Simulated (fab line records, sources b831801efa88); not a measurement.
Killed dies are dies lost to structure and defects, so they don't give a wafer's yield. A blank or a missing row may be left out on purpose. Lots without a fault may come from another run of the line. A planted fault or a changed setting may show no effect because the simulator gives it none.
One fault seen from 2 desks | flow sky130 | each desk has only its own numbers; what lay behind them comes last

THE METROLOGY DESK
What the gauges read, lot by lot, whatever tool the lot ran on: means of the sampled wafers that have a number. A lot is out of limits, marked OUT, if its mean lies more than 4 standard deviations from the usual mean; the brackets give that distance.
Columns: A = VIA3_W_THK at SKY_VIA3_THK_MEAS_23, usual 404 nm; B = cd_nm at SKY_METAL4_CD_MEAS_13, usual 300.5 nm
lot  | first seen here | A   | B
L121 | day 40 01:04    | 405 | 301.9
L122 | day 40 08:22    | 401 | 300.1
L123 | day 40 11:45    | 401 | 300.5
L124 | day 40 21:08    | 403 | 300.7
L128 | day 42 11:46    | 401 | 301.6
L131 | day 43 02:00    | 409 | 300.2
L133 | day 43 12:35    | 405 | 301.6
L134 | day 43 17:49    | 404 | 300.8
L135 | day 44 03:58    | 409 | 300.9
L137 | day 44 22:23    | 406 | 300.7
L138 | day 45 05:47    | 404 | 301.2
L143 | day 46 04:11    | 411 | 300.6
L144 | day 46 08:47    | 408 | 298.9
This desk's finding: nothing out of limits on any of the 13 lots.

THE TOOL OWNER'S DESK: rie_metal-04
The tool's own readings at SKY_LOCAL_INTERCONNECT_ETCH_13 (etches BARC in N2/H2, stops on SiO2, time 45.9 s, target depth 60 nm): means of the sampled wafers that have a number, for each lot that ran on this tool. A lot is out of limits, marked OUT, if its mean lies more than 4 standard deviations from the usual mean; the brackets give that distance.
Columns: A = bias_w at SKY_LOCAL_INTERCONNECT_ETCH_13, usual 100.07 W; B = drypump_motor_current_A at SKY_LOCAL_INTERCONNECT_ETCH_13, usual 6.14 A; C = n2_flow_sccm at SKY_LOCAL_INTERCONNECT_ETCH_13, usual 100.02 sccm; D = oes_product_au at SKY_LOCAL_INTERCONNECT_ETCH_13, usual 0.855 a.u.; E = throttle_valve_pct at SKY_LOCAL_INTERCONNECT_ETCH_13, usual 13.224 %
lot  | first seen here | A      | B    | C      | D     | E
L123 | day 31 04:46    | 100.02 | 6.32 | 100.40 | 0.855 | 13.228
L128 | day 33 08:51    | 100.08 | 6.16 | 100.00 | 0.857 | 13.223
L131 | day 34 02:10    | 99.96  | 6.02 | 99.78  | 0.856 | 13.225
L133 | day 34 14:52    | 100.10 | 6.34 | 100.06 | 0.853 | 13.231
This desk's finding: nothing out of limits on any of the 4 lots.

PUT TOGETHER
The metrology desk saw nothing out of limits.
The tool owner's desk saw nothing out of limits.

WHAT THE SIMULATOR HAD PUT IN
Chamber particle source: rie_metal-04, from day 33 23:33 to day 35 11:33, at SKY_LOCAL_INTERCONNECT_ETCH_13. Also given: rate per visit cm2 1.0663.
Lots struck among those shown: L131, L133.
